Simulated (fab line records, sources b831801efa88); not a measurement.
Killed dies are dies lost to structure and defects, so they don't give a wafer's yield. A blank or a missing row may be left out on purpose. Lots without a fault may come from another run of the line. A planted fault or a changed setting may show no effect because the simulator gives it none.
A struck lot beside a sound one | flow sky130 | 16 steps out of a route of 708
Sound: wafers L679.3, L679.4, L679.6. Struck: wafers L675.2, L675.4, L675.5. The cause comes at the end.
At each step with rows: each side's tool, then ch and its chambers, then its first start. Under that, the readings that differ: sound wafers | struck wafers | difference of the means | sigmas: that difference in standard deviations of wafers without a fault.
alike: readings whose means differ by less than 2 such deviations, and words and numbers that are the same on both sides. not compared: withheld readings, readings that some wafer has no value for, bounds like >300 that may hide the same value, and numbers for which the record gives no deviation and whose values overlap.
The two part at a step that has a row with sigmas, a row that says differs or no value, or rows on one side only. Numbers that don't overlap but have no deviation are shown without sigmas and don't part them. A reading that every wafer of one side lacks parts them only if that side has two wafers or more.

first, 8 steps without rows for these wafers: SKY_POLY_GATE_DEHYDRATE_05 (time 60 s); SKY_POLY_GATE_HMDS_06 (prime time 60 s); SKY_POLY_GATE_COAT_07 (resist thk 110 nm); SKY_POLY_GATE_COAT_08 (resist thk 450 nm); SKY_POLY_GATE_SOFTBAKE_09 (time 90 s); SKY_POLY_GATE_EXPOSE_10 (exposes mask P1M, target cd 150 nm); SKY_POLY_GATE_PEB_11; SKY_POLY_GATE_DEVELOP_12 (develop time 60 s).
SKY_POLY_GATE_CD_MEAS_13: target cd 150 nm.
  sound on cd_sem-02, day 23 13:43; struck on cd_sem-02, day 22 02:41
  alike: cd_nm
SKY_POLY_GATE_OVL_MEAS_14:
  sound on overlay-02, day 23 13:48; struck on overlay-01, day 22 02:47
  alike: POLY_GATE_OVL
SKY_POLY_GATE_ETCH_15: etches BARC in N2/H2, stops on SiO2, time 118.5 s, target depth 110 nm.
  sound on rie_diel-03 ch 0,1, day 23 13:49; struck on rie_diel-01 ch 0,2,3, day 22 02:49
  reading               | sound             | struck            | difference | sigmas
  oes_product_au (a.u.) | 0.713 0.715 0.713 | 0.731 0.718 0.720 | +0.009     | +2
  alike: bias_w, chamber_pressure_mTorr, drypump_motor_current_A, throttle_valve_pct
  not compared: rf_hours_counter_h
SKY_POLY_GATE_ETCH_16: etches Si3N4 in CH3F/O2, stops on poly-Si, time 147.5 s, target depth 75 nm.
  sound on rie_diel-03 ch 0,1, day 23 13:55; struck on rie_diel-01 ch 0,2,3, day 22 02:54
  alike: O2_flow_sccm, bias_w, chamber_pressure_mTorr, drypump_motor_current_A, oes_product_au, throttle_valve_pct
  not compared: rf_hours_counter_h
SKY_POLY_GATE_ETCH_17: etches poly-Si in HBr/Cl2, stops on SiO2, target depth 180 nm, time 70.5 s.
  sound on rie_si-01 ch 1,2,3, day 23 14:01; struck on rie_si-01 ch 1,3, day 22 03:00
  no value came back on the struck wafers for any of 7 readings (HBr_flow_sccm (sccm), bias_w (W) and others); on the sound wafers HBr_flow_sccm (sccm) reads 149.4 149.7 150.6
  reading                                          | sound           | struck          | difference | sigmas
  model.KrF-thick_of_POLY_GATE_COAT_08.thk_nm (nm) | 140.7 142.1 142 | 233.4 232.2 235 | +91.9      |
  not compared: rf_hours_counter_h
SKY_POLY_GATE_STRIP_18: strips in O2/N2.
  sound on plasma_asher-04 ch 0,1, day 23 14:05; struck on plasma_asher-03 ch 0,1, day 22 03:03
  reading                      | sound             | struck            | difference | sigmas
  oes_product_au (a.u.)        | 0.353 0.363 0.358 | 0.402 0.399 0.404 | +0.044     | +10
  strip_time_to_endpoint_s (s) | 3.174 3.205 3.191 | 4.184 4.171 4.197 | +0.994     | +33
  alike: chamber_pressure_mTorr, drypump_motor_current_A
  not compared: rf_hours_counter_h
then, 1 step without rows for these wafers: SKY_POLY_GATE_CLEAN_19 (cleans in SC1/SC2, time 150 s).
-- the record jumps here: 27 days lie between the struck wafers' starts before and after (it left off in module POLY_GATE and takes up again in module PAD_OPEN, whose first step shown is number 708 of the route) --
SKY_PAD_OPEN_PROBE_99:
  the record has rows for the struck wafers here (prober-01, day 49 11:22) and none for the sound ones

WHERE THEY PART
First at SKY_POLY_GATE_ETCH_15; last, within this record, at SKY_PAD_OPEN_PROBE_99.

WHY: what the simulator had put in
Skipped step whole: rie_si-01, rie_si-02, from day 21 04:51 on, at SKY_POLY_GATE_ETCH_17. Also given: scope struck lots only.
